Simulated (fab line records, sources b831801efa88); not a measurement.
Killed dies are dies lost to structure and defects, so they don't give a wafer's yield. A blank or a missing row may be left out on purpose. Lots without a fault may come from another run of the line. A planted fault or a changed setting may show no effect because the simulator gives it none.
fab line records | flow sky130
record lots=11 wafers=33 last_day=50
route steps=708 shown METAL2@501 VIA2@531 METAL3@534 CAPM@537 PAD_OPEN@708
lots that met no fault: from a run of the same line without faults
start_h: hours from the record's first day to the start of the lot's first wafer shown | wait_h: hours since the lot's step before | " the same as in the row above | L1.1+2: a row that stands for several wafers | - no value, or no start given | * or withheld: withheld | < > ~ a bound
route shown NAME@n: a module of which the file shows steps, and the number in the route of the first | usual: mean/standard deviation of fault-free wafers | same: alike in all rows | chamber/n: place in a boat | sites: the reading at each site | _std_site: their standard deviation | _edge_site: outer sites' mean less inner sites' | radius_mm: how far each site lies from the wafer's centre | mask NAME#n: copy n | behind: the tool/chamber that last shaped the wafer | hold: why the lot was held/for how many hours/how that ended | device: the transistor (n, p or np) that didn't switch | end of line: the same wafers' tests at the end of the route | a step without rows: its recipe alone | killed: dies lost to structure and defects at the first sort, not the wafer's yield | map: a wafer's dies, x killed, . not, _ none there
set.NAME: the setting as run; set.NAME@STEP: as run at that earlier step | model.NAME: the simulator's own value behind a step, which no gauge read
steps of the route over a sample of lots; a table a step, a row a wafer
services: from which hour (start_h, from the record's first day; less than 0 if before it) a tool's chamber was out of use, for how many hours, and why
## steps
# step SKY_METAL2_ETCH_18
# recipe chemistry=N2/H2 target=BARC ion_energy_ev=200 bias_w=100 pressure_mtorr=30 n2_flow_sccm=100 h2_flow_sccm=200 icp_w=500 stop_on=SiO2 time_s=45.9 target_depth_a=600
# usual drypump_motor_current_A=5.6/0.49 h2_flow_sccm=200.0/0.59 oes_product_au=0.854/0.005 throttle_valve_pct=13.225/0.0093
# columns lot.wafer tool chamber start_h wait_h drypump_motor_current_A h2_flow_sccm oes_product_au rf_hours_counter_h throttle_valve_pct
L272.2 rie_metal-02 1 840.76 0.0 5.0 200.7 0.853 17 13.219
L272.3 " 1 " " 5.0 200.6 0.861 - 13.237
L272.6 " 0 " " 6.5 199.6 0.860 - 13.238
L274.1 rie_metal-04 1 848.43 0.0 5.3 199.7 0.849 5 13.217
L274.3 " 1 " " 5.3 200.8 0.850 - 13.215
L274.4 " 0 " " 5.3 200.6 0.848 - 13.228
L275.2 rie_metal-02 1 861.06 0.0 5.0 200.1 0.850 18 13.235
L275.3 " 1 " " 5.0 199.8 0.855 - 13.220
L275.5 " 1 " " 5.0 199.8 0.845 - 13.231
L280.1 rie_metal-04 1 907.46 0.0 5.3 199.9 0.853 7 13.216
L280.4 " 1 " " 5.3 200.0 0.853 - 13.232
L280.6 " 0 " " 5.3 200.3 0.853 - 13.236
L281.1 rie_metal-02 0 908.94 0.0 6.5 199.7 0.841 17 13.202
L281.2 " 1 " " 5.0 201.1 0.847 0 13.218
L281.4 " 1 " " 5.0 199.7 0.855 - 13.218
L282.3 rie_metal-04 1 914.90 0.0 5.3 198.7 0.850 - 13.227
L282.5 " 0 " " 5.3 199.9 0.856 - 13.222
L282.6 " 1 " " 5.3 199.3 0.848 - 13.216
L286.1 rie_metal-03 1 937.96 0.0 5.6 200.0 0.850 5 13.237
L286.4 " 1 " " 5.6 200.4 0.861 - 13.227
L286.6 " 0 " " 6.1 200.4 0.852 - 13.226
L287.1 rie_metal-04 1 944.54 0.0 5.3 201.2 0.856 9 13.193
L287.2 " 0 " " 5.3 199.9 0.853 7 13.224
L287.6 " 0 " " 5.3 199.9 0.850 - 13.209
L290.1 rie_metal-04 1 969.08 0.0 5.3 200.9 0.845 10 13.224
L290.3 " 0 " " 5.3 200.1 0.857 - 13.220
L290.6 " 0 " " 5.3 200.0 0.850 - 13.225
L292.1 rie_metal-02 1 974.41 0.0 5.0 200.3 0.862 4 13.220
L292.3 " 1 " " 5.0 199.3 0.865 - 13.210
L292.4 " 0 " " 6.5 198.9 0.858 - 13.220
L293.4 rie_metal-04 0 999.75 0.0 5.3 200.1 0.855 - 13.221
L293.5 " 1 " " 5.3 200.3 0.855 - 13.222
L293.6 " 0 " " 5.3 200.2 0.855 - 13.211
# step SKY_VIA2_CMP_24
# recipe stop_on=SiO2 t_overpolish_s=20 down_force_psi=3.5 platen_rpm=60 target_thk_nm=0 pad_velocity_m_s=0.94248
# usual motor_current_A=11.4/1.4 overpolish_run_s=20.000/0.009 time_to_endpoint_s=101/4.8
# same t_overpolish_s=20
# columns lot.wafer tool chamber start_h wait_h motor_current_A overpolish_run_s time_to_endpoint_s
L272.2 cmp-02 3 869.77 0.0 9.1 20.008 105
L272.3 " 0 " " 12.2 19.998 102
L272.6 " 3 " " 9.2 20.012 104
L274.1 cmp-01 3 876.65 0.1 10.7 20.031 98
L274.4 " 0 " " 13.5 20.010 91
L274.3 " 2 " " 13.8 20.004 92
L275.2 cmp-02 3 889.16 0.0 9.4 19.995 104
L275.3 " 2 " " 10.0 20.001 99
L275.5 " 3 " " 9.0 20.002 101
L280.1 cmp-02 2 934.71 0.1 10.0 20.009 105
L280.4 " 3 " " 9.1 20.011 102
L280.6 " 3 " " 9.5 20.003 100
L281.1 cmp-01 3 935.90 0.1 10.7 19.999 103
L281.2 " 1 " " 11.3 20.004 99
L281.4 " 2 " " 12.8 20.008 96
L282.3 cmp-01 2 942.60 0.1 13.5 19.985 96
L282.5 " 0 " " 13.2 20.005 94
L282.6 " 1 " " 10.6 19.982 99
L286.1 cmp-01 1 964.82 0.1 10.6 19.998 101
L286.4 " 2 " " 13.3 19.997 93
L286.6 " 1 " " 11.1 20.006 100
L287.2 cmp-01 0 971.16 0.0 12.8 19.995 97
L287.1 " 3 " " 11.0 20.016 104
L287.6 " 0 " " 13.2 19.993 99
L290.3 cmp-02 2 995.33 0.0 9.7 20.011 98
L290.1 " 1 " " 11.2 19.998 108
L290.6 " 2 " " 9.7 20.002 100
L292.4 cmp-01 1 1001.08 0.0 11.4 20.001 106
L292.3 " 2 " " 13.4 20.006 97
L292.1 " 3 " " 11.3 20.006 104
L293.4 cmp-01 2 1025.79 0.1 13.7 20.014 99
L293.5 " 0 " " 13.2 20.007 101
L293.6 " 1 " " 11.5 20.013 109
# step SKY_METAL3_SPUTTER_02
# recipe material=AlCu target_thk_nm=735 power_w=10600 time_s=39.1 chamber_pressure_pa=0.4
# usual chamber_pressure_pa=0.4001/0.00079 throttle_valve_pct=29.7/0.9
# columns lot.wafer tool chamber start_h wait_h chamber_pressure_pa throttle_valve_pct
L272.2 pvd_sputter-01 - 870.11 0.0 0.3997 30.2
L272.3 " - " " 0.4000 30.5
L272.6 " - " " 0.4000 28.5
L274.1 pvd_sputter-03 - 877.00 0.0 0.3996 29.7
L274.3 " - " " 0.4004 29.1
L274.4 " - " " 0.4004 29.1
L275.2 pvd_sputter-03 - 889.51 0.0 0.4014 29.8
L275.3 " - " " 0.3988 28.9
L275.5 " - " " 0.3999 29.0
L280.1 pvd_sputter-02 - 935.06 0.0 0.3992 31.5
L280.4 " - " " 0.4004 28.3
L280.6 " - " " 0.4015 30.0
L281.1 pvd_sputter-02 - 936.25 0.0 0.4000 31.4
L281.2 " - " " 0.4004 28.5
L281.4 " - " " 0.4001 30.0
L282.3 pvd_sputter-01 - 942.85 0.0 0.4003 30.1
L282.5 " - " " 0.4004 28.5
L282.6 " - " " 0.3998 30.4
L286.1 pvd_sputter-03 - 965.17 0.0 0.4002 29.6
L286.4 " - " " 0.4004 29.2
L286.6 " - " " 0.3999 29.2
L287.1 pvd_sputter-02 - 971.51 0.0 0.4007 28.5
L287.2 " - " " 0.4008 30.5
L287.6 " - " " 0.3995 28.5
L290.1 pvd_sputter-02 - 995.68 0.0 0.4000 28.3
L290.3 " - " " 0.4006 31.4
L290.6 " - " " 0.4011 30.8
L292.1 pvd_sputter-02 - 1001.43 0.0 0.4000 30.6
L292.3 " - " " 0.4007 31.3
L292.4 " - " " 0.4008 31.5
L293.4 pvd_sputter-01 - 1026.04 0.0 0.4002 30.2
L293.5 " - " " 0.4006 30.3
L293.6 " - " " 0.3990 30.3
# step SKY_CAPM_CVD_00
# recipe material=SiO2 target_thk_nm=15.5 temp_c=400 time_s=withheld rf_w=450
# usual heater_power_w=737/71 susceptor_temp_C=399.99/0.23
# columns lot.wafer tool chamber start_h wait_h heater_power_w susceptor_temp_C
L272.2 pecvd-03 0 870.22 0.0 676 399.76
L272.3 " 1 " " 852 399.96
L272.6 " 0 " " 688 400.04
L274.1 pecvd-02 0 877.10 0.0 753 399.77
L274.3 " 2 " " 818 399.65
L274.4 " 1 " " 707 400.12
L275.2 pecvd-02 0 889.62 0.0 693 399.91
L275.3 " 1 " " 734 399.99
L275.5 " 1 " " 722 400.02
L280.1 pecvd-02 0 935.17 0.0 707 399.98
L280.4 " 2 " " 823 399.91
L280.6 " 0 " " 706 399.69
L280.1 pecvd-02 0 935 - 698 400.29
L280.4 " 2 " " 836 400.09
L280.6 " 0 " " 693 400.19
L281.1 pecvd-04 0 936.35 0.0 652 399.66
L281.2 " 2 " " 755 400.01
L281.4 " 2 " " 786 399.78
L281.1 pecvd-04 0 936 - 645 399.84
L281.2 " 2 " " 768 399.77
L281.4 " 2 " " 772 399.93
L282.3 pecvd-02 0 942.95 0.0 810 399.89
L282.5 " 0 " " 809 399.96
L282.6 " 1 " " 684 399.94
L282.3 pecvd-02 0 943 - 819 399.96
L282.5 " 0 " " 833 400.15
L282.6 " 1 " " 689 399.92
L286.1 pecvd-03 1 965.27 0.0 747 399.69
L286.4 " 0 " " 692 400.26
L286.6 " 1 " " 758 399.98
L287.1 pecvd-03 1 971.62 0.0 764 400.32
L287.2 " 0 " " 624 400.35
L287.6 " 1 " " 782 400.03
L290.1 pecvd-04 1 995.78 0.0 676 400.06
L290.3 " 0 " " 714 399.92
L290.6 " 2 " " 663 400.28
L292.1 pecvd-03 2 1001.53 0.0 778 400.03
L292.3 " 1 " " 756 399.83
L292.4 " 2 " " 765 400.00
L293.4 pecvd-04 1 1026.16 0.0 646 400.24
L293.5 " 0 " " 751 399.90
L293.6 " 2 " " 670 400.44
# step SKY_CAPM_THK_MEAS_01
# recipe reads=SiO2_of_CAPM_CVD_00
# usual CAPM_CVD_00_THK=15.54/0.22
# columns lot.wafer tool chamber start_h wait_h CAPM_CVD_00_THK[nm]
L272.2 film_metro-04 - 870.25 - 14.93
L272.3 " - " " 15.23
L272.6 " - " " 15.34
L274.1 film_metro-02 - 877.13 - 15.37
L274.3 " - " " 15.68
L274.4 " - " " 15.81
L275.2 film_metro-02 - 889.65 - 15.26
L275.3 " - " " 15.28
L275.5 " - " " 15.48
L280.1 film_metro-02 - 935.38 - 30.84
L280.4 " - " " 31.92
L280.6 " - " " 31.07
L281.1 film_metro-04 - 936.56 - 30.93
L281.2 " - " " 31.09
L281.4 " - " " 31.57
L282.3 film_metro-02 - 943.18 - 30.51
L282.5 " - " " 31.15
L282.6 " - " " 31.25
L286.1 film_metro-02 - 965.30 - 15.32
L286.4 " - " " 15.75
L286.6 " - " " 15.69
L287.1 film_metro-02 - 971.64 - 15.27
L287.2 " - " " 15.16
L287.6 " - " " 15.35
L290.1 film_metro-04 - 995.80 - 15.50
L290.3 " - " " 15.42
L290.6 " - " " 15.77
L292.1 film_metro-02 - 1001.55 - 15.51
L292.3 " - " " 15.42
L292.4 " - " " 15.90
L293.4 film_metro-04 - 1026.20 - 15.81
L293.5 " - " " 15.55
L293.6 " - " " 15.79
# step SKY_PAD_OPEN_PROBE_99
# usual defect_limited_yield=82.5/2 killed_at_M0_to_M3=44/7.4 killed_at_M4_up=3.0/1.8 killed_at_contacts=24/5.1 killed_at_front_end=15/4.3 killed_at_other=0.3/0.54 killed_dies=86/9.9 killed_open=47/7.1 killed_short=38/6.7
# same gross_dies=492 killed_at_back_side=0
# columns lot.wafer tool chamber start_h wait_h defect_limited_yield[%] killed_at_M0_to_M3 killed_at_M4_up killed_at_contacts killed_at_front_end killed_at_other killed_dies killed_open killed_short
L280.1 prober-01 - 1143.98 0.1 80.7 55 4 23 12 1 95 53 42
L280.4 prober-01 - 1144.13 0.2 82.9 34 5 30 14 1 84 38 46
L280.6 prober-01 - 1144.23 0.2 83.3 47 1 22 11 1 82 48 34
L286.1 prober-01 - 1168.39 0.1 84.3 34 4 25 14 0 77 52 25
L286.4 prober-01 - 1168.54 0.2 82.1 54 2 20 12 0 88 56 32
L286.6 prober-01 - 1168.64 0.2 80.7 55 5 25 10 0 95 49 46
L287.1 prober-02 - 1172.94 0.1 85.0 34 1 26 13 0 74 43 31
L287.2 prober-02 - 1172.99 0.1 82.3 48 3 23 12 1 87 55 32
L287.6 prober-02 - 1173.19 0.2 85.2 26 2 30 15 0 73 38 35
L290.1 prober-01 - 1191.04 0.1 77.6 58 3 15 34 0 110 59 51
L290.3 prober-01 - 1191.14 0.2 83.5 41 1 24 15 0 81 47 34
L290.6 prober-01 - 1191.29 0.2 81.5 42 0 31 16 2 91 46 45
L292.1 prober-01 - 1195.44 0.1 80.7 50 4 22 19 0 95 51 44
L292.3 prober-01 - 1195.54 0.2 86.2 40 3 13 12 0 68 39 29
L292.4 prober-01 - 1195.59 0.2 82.1 47 2 24 14 1 88 46 42
# killed by level:class
L280.1 CONTACT:geometric_particle:open=11 VIA1:geometric_particle:short=9 VIA1:geometric_particle:open=9 METAL1:geometric_particle:short=8 VIA3:geometric_particle:open=7 METAL2:geometric_particle:short=6 VIA2:geometric_particle:open=6 LI_CONTACT:geometric_particle:open=5
L280.4 CONTACT:geometric_particle:open=10 LI_CONTACT:geometric_particle:short=8 FIELD_ISO:geometric_particle:short=7 METAL1:geometric_particle:short=7 VIA3:geometric_particle:open=6 CONTACT:geometric_particle:short=5 FIELD_ISO:geometric_particle:open=4 LI_CONTACT:geometric_particle:open=4
L280.6 VIA1:geometric_particle:open=12 VIA2:geometric_particle:open=10 LI_CONTACT:geometric_particle:open=8 CONTACT:geometric_particle:open=7 POLY_GATE:geometric_particle:short=6 METAL1:geometric_particle:short=6 VIA1:geometric_particle:short=5 VIA3:geometric_particle:open=5
L286.1 LI_CONTACT:geometric_particle:open=10 VIA3:geometric_particle:open=9 VIA1:geometric_particle:open=7 CONTACT:geometric_particle:open=6 POLY_GATE:geometric_particle:open=4 CONTACT:geometric_particle:short=4 METAL2:geometric_particle:short=4 VIA2:geometric_particle:open=4
L286.4 VIA1:geometric_particle:open=14 VIA3:geometric_particle:open=10 VIA2:geometric_particle:open=9 LI_CONTACT:geometric_particle:open=7 CONTACT:geometric_particle:open=7 VIA1:geometric_particle:short=5 METAL2:geometric_particle:short=5 VIA3:geometric_particle:short=4
L286.6 VIA2:geometric_particle:open=11 CONTACT:geometric_particle:open=11 VIA1:geometric_particle:open=9 VIA2:geometric_particle:short=7 VIA3:geometric_particle:open=7 METAL1:geometric_particle:short=5 VIA3:geometric_particle:short=5 LI_CONTACT:geometric_particle:short=4
L287.1 LI_CONTACT:geometric_particle:open=10 CONTACT:geometric_particle:open=9 METAL1:geometric_particle:short=6 VIA2:geometric_particle:open=6 FIELD_ISO:geometric_particle:short=5 POLY_GATE:geometric_particle:short=5 VIA1:geometric_particle:open=5 METAL2:geometric_particle:short=4
L287.2 CONTACT:geometric_particle:open=13 VIA3:geometric_particle:open=13 VIA1:geometric_particle:open=8 METAL1:geometric_particle:short=6 VIA2:geometric_particle:open=6 FIELD_ISO:geometric_particle:open=5 LI_CONTACT:geometric_particle:open=4 VIA3:geometric_particle:short=4
L287.6 CONTACT:geometric_particle:open=10 LI_CONTACT:geometric_particle:open=8 LI_CONTACT:geometric_particle:short=6 VIA1:geometric_particle:open=6 FIELD_ISO:geometric_particle:open=5 METAL2:geometric_particle:short=5 VIA2:geometric_particle:open=5 FIELD_ISO:geometric_particle:short=4
L290.1 VIA1:geometric_particle:open=17 POLY_GATE:geometric_particle:open=9 METAL2:geometric_particle:short=9 FIELD_ISO:geometric_particle:short=8 CONTACT:geometric_particle:open=8 VIA3:geometric_particle:open=7 METAL1:geometric_particle:short=6 FIELD_ISO:geometric_particle:open=5
L290.3 CONTACT:geometric_particle:open=12 VIA1:geometric_particle:open=12 METAL2:geometric_particle:short=7 VIA3:geometric_particle:open=7 CONTACT:geometric_particle:short=6 LI_CONTACT:geometric_particle:open=4 FIELD_ISO:geometric_particle:short=3 FIELD_ISO:geometric_particle:open=3
L290.6 CONTACT:geometric_particle:open=10 VIA2:geometric_particle:short=8 LI_CONTACT:geometric_particle:open=8 VIA1:geometric_particle:open=7 METAL1:geometric_particle:short=6 VIA2:geometric_particle:open=6 FIELD_ISO:geometric_particle:short=5 FIELD_ISO:geometric_particle:open=5
L292.1 VIA1:geometric_particle:open=16 VIA1:geometric_particle:short=9 LOCAL_INTERCONNECT:geometric_particle:short=6 FIELD_ISO:geometric_particle:open=5 FIELD_ISO:geometric_particle:short=5 VIA2:geometric_particle:open=5 LI_CONTACT:geometric_particle:open=5 VIA2:geometric_particle:short=5
L292.3 VIA1:geometric_particle:open=13 VIA2:geometric_particle:open=6 FIELD_ISO:geometric_particle:short=5 VIA3:geometric_particle:open=5 CONTACT:geometric_particle:open=4 VIA1:geometric_particle:short=4 VIA3:geometric_particle:short=4 SPACER:geometric_particle:open=3
L292.4 CONTACT:geometric_particle:open=10 VIA1:geometric_particle:open=8 VIA2:geometric_particle:open=8 LI_CONTACT:geometric_particle:open=7 VIA3:geometric_particle:short=7 VIA3:geometric_particle:open=6 SPACER:geometric_particle:short=5 CONTACT:geometric_particle:short=5
## services
# columns tool chamber start_h hours kind
cmp-02 - 828.95 2.5 repair
cmp-01 - 841.28 1.0 repair
pvd_sputter-01 - 850.02 2.4 repair
pvd_sputter-02 0 875.04 - consumable_replace:kit
pvd_sputter-02 0 875.04 18.0 scheduled_down
pvd_sputter-02 0 875.04 18.0 vent_cycle
pecvd-02 1 880.37 5.5 scheduled_down
pecvd-03 0 892.19 7.6 repair
pecvd-02 - 893.14 0.5 repair
pecvd-02 1 896.84 5.0 scheduled_down
pecvd-04 1 898.48 6.2 repair
cmp-02 - 912.00 4.0 pm
pecvd-02 2 923.39 5.5 scheduled_down
pecvd-03 - 936.08 14.6 pm
pecvd-02 1 937.23 4.8 repair
pecvd-04 - 945.31 2.1 repair
pvd_sputter-01 - 947.22 5.7 repair
pecvd-04 - 955.06 0.8 repair
rie_metal-03 0 961.10 45.0 repair
cmp-01 - 976.73 1.0 repair
pecvd-03 - 991.45 2.8 pm
cmp-01 - 1007.65 2.8 repair
pvd_sputter-02 - 1020.43 8.2 repair
cmp-02 - 1025.99 3.0 repair
## key
first_sign step=SKY_CAPM_CVD_00 reading=visit direction=added
effect step=SKY_CAPM_THK_MEAS_01 reading=CAPM_CVD_00_THK direction=up sigmas=70 usual=15.54 struck=31.15
met_at SKY_CAPM_CVD_00
struck_lots L280,L281,L282
not_acting_at SKY_METAL2_ETCH_18,SKY_VIA2_CMP_24,SKY_METAL3_SPUTTER_02
fault kind=repeated_step_whole tool=pecvd-02,pecvd-03,pecvd-04 chamber=- onset_h=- steps=SKY_CAPM_CVD_00 times=1 scope=struck_lots_only
